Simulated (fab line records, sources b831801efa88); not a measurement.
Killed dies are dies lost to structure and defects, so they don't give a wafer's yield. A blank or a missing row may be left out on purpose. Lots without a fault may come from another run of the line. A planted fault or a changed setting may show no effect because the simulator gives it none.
Which tool did it? | flow sky130 | 13 lots, 39 wafers sampled, at 5 steps of a route of 708

WHAT THE GAUGES READ, wafer by wafer
SKY_PWDE_OVL_MEAS_07.
lot  | measured    | on         | PWDE_OVL (nm)
L842 | day 4 01:21 | overlay-01 | -1.9 -3.5 -1.4
L843 | day 4 04:28 | overlay-02 | 0.6 -0.4 0.1
L844 | day 4 11:49 | overlay-02 | 0.2 -1.2 -2.6
L853 | day 6 17:19 | overlay-02 | -0.3 0.1 -1.0
L854 | day 6 21:05 | overlay-01 | 0.4 -0.5 0.5
L856 | day 7 08:10 | overlay-02 | 3.0 2.0 2.0
L858 | day 7 17:13 | overlay-01 | 2.0 -0.6 0.1
L859 | day 7 23:41 | overlay-01 | 0.7 3.2 2.2
L861 | day 8 12:16 | overlay-01 | -1.2 2.7 1.1
L860 | day 8 12:31 | overlay-02 | 0.6 -1.7 2.1
L862 | day 9 03:02 | overlay-01 | -0.3 1.1 -0.2
L863 | day 9 06:11 | overlay-01 | 0.5 0.6 -0.5
L864 | day 9 06:20 | overlay-02 | 0.8 1.8 0.3

SKY_POLY_GATE_THK_MEAS_01.
lot  | measured     | on            | POLY_GATE_CVD_00_THK (nm)
L842 | day 14 00:50 | film_metro-02 | 182.6 180.9 182.3
L843 | day 14 11:23 | film_metro-02 | 188.1 188.6 188.0
L844 | day 14 19:43 | film_metro-04 | 188.2 189.9 190.0
L853 | day 18 02:52 | film_metro-02 | 180.7 180.4 180.6
L854 | day 18 10:45 | film_metro-02 | 182.7 183.0 182.0
L856 | day 19 05:10 | film_metro-01 | 181.9 181.3 181.9
L858 | day 19 21:35 | film_metro-04 | 180.7 181.5 181.2
L859 | day 20 02:07 | film_metro-01 | 177.8 178.2 178.0
L861 | day 20 22:04 | film_metro-04 | 179.7 177.9 180.8
L860 | day 21 01:53 | film_metro-02 | 176.3 175.7 177.6
L862 | day 21 22:05 | film_metro-04 | 177.2 177.2 178.5
L863 | day 22 02:51 | film_metro-04 | 179.9 178.5 179.2
L864 | day 22 04:38 | film_metro-01 | 180.3 180.7 179.6

SKY_SD_P_TW_MEAS_11.
lot  | measured     | on            | SD_P_TW
L842 | day 25 10:29 | film_metro-01 | 2878 2891 2880
L843 | day 25 22:14 | film_metro-04 | 2811 2799 2799
L844 | day 26 05:57 | film_metro-04 | 2813 2824 2814
L853 | day 29 17:54 | film_metro-04 | 2813 2821 2813
L854 | day 29 22:57 | film_metro-02 | 2822 2819 2814
L856 | day 30 13:55 | film_metro-01 | 2854 2865 2876
L858 | day 31 03:57 | film_metro-04 | 2800 2798 2806
L859 | day 31 07:01 | film_metro-02 | 2820 2808 2811
L861 | day 31 23:03 | film_metro-02 | 2834 2816 2815
L860 | day 32 09:33 | film_metro-02 | 2813 2819 2815
L862 | day 33 01:18 | film_metro-04 | 2827 2839 2815
L863 | day 33 06:38 | film_metro-02 | 2810 2829 2829
L864 | day 33 06:21 | film_metro-04 | 2810 2821 2832

SKY_SD_N_RS_MEAS_17: measures by four-point-probe.
lot  | measured     | on            | SD_P_RS (ohm/sq)
L842 | day 27 20:25 | film_metro-04 | 147.4 147.3 147.3
L843 | day 28 07:57 | film_metro-01 | 147.2 147.4 147.5
L844 | day 28 15:56 | film_metro-02 | 147.9 147.3 147.5
L853 | day 32 00:29 | film_metro-02 | 146.6 147.0 146.7
L854 | day 32 04:48 | film_metro-01 | 147.3 147.2 147.3
L856 | day 32 19:37 | film_metro-04 | 147.4 147.2 147.2
L858 | day 33 12:08 | film_metro-02 | 147.1 147.0 146.9
L859 | day 33 13:52 | film_metro-02 | 147.3 147.0 146.9
L861 | day 34 05:35 | film_metro-02 | 146.8 147.2 147.1
L860 | day 34 16:05 | film_metro-02 | 147.2 146.7 146.4
L862 | day 35 06:10 | film_metro-01 | 147.1 146.8 147.0
L863 | day 35 11:31 | film_metro-02 | 146.4 147.3 146.4
L864 | day 35 11:12 | film_metro-01 | 147.3 146.8 147.1

WHICH TOOL RAN EACH LOT (tool, then ch and the chambers of the sampled wafers, then the start)
lot  | SKY_POLY_GATE_CVD_00
L842 | lpcvd-01 ch 0, day 13 23:38
L843 | lpcvd-01 ch 1, day 14 10:11
L844 | lpcvd-01 ch 1, day 14 18:31
L853 | lpcvd-01 ch 1, day 18 01:40
L854 | lpcvd-01 ch 0, day 18 09:33
L856 | lpcvd-01 ch 0, day 19 03:57
L858 | lpcvd-01 ch 1, day 19 20:23
L859 | lpcvd-01 ch 1, day 20 00:54
L861 | lpcvd-01 ch 1, day 20 20:52
L860 | lpcvd-01 ch 0, day 21 00:41
L862 | lpcvd-01 ch 1, day 21 20:53
L863 | lpcvd-01 ch 1, day 22 01:38
L864 | lpcvd-01 ch 0, day 22 02:50
- SKY_POLY_GATE_CVD_00: deposits poly-Si, target thk 180 nm, time 720 s.

WHAT THE TOOLS THEMSELVES READ (means of the sampled wafers that have a number; where no wafer has one, the mark that the record gives instead)
SKY_POLY_GATE_CVD_00.
lot  | tool     | spike_tc_top_C (C)
L842 | lpcvd-01 | 633
L843 | lpcvd-01 | 640
L844 | lpcvd-01 | 642
L853 | lpcvd-01 | 641
L854 | lpcvd-01 | 631
L856 | lpcvd-01 | 632
L858 | lpcvd-01 | 641
L859 | lpcvd-01 | 639
L861 | lpcvd-01 | 641
L860 | lpcvd-01 | 631
L862 | lpcvd-01 | 642
L863 | lpcvd-01 | 641
L864 | lpcvd-01 | 633

THE ANSWER, worked out from the rows above alone
Rule: what is usual is taken from the lots themselves. Put in order of their means at a reading, lots are off if they are a third of the lots or fewer, leave a main group of 4 or more, and stand apart from it by a gap of 3 or more times the standard deviation of the main group's means; of several such gaps the widest counts. A main group whose means are all the same, to the digits that the tables above print for the reading, isn't used. A lot without any number at a reading at which 4 lots or more have one is off too. The other lots that the step has rows for count as sound. The gauges are gone through in route order, then the tools' own readings, and for those a lot's mean is taken as printed above. The first step at which some lot is off is used, and at that step the reading that is off furthest; a lot without a number counts as furthest.
Off: L843, L844, at SKY_POLY_GATE_THK_MEAS_01 (POLY_GATE_CVD_00_THK). The main group: mean 179.9 nm, standard deviation 1.8.
A tool fits if, at a process step before that reading, it ran every lot that is off, and no sound lot after the first of them. The gauges at SKY_POLY_GATE_THK_MEAS_01 are tried like those tools. None of those tried fits.

WHAT THE SIMULATOR HAD PUT IN
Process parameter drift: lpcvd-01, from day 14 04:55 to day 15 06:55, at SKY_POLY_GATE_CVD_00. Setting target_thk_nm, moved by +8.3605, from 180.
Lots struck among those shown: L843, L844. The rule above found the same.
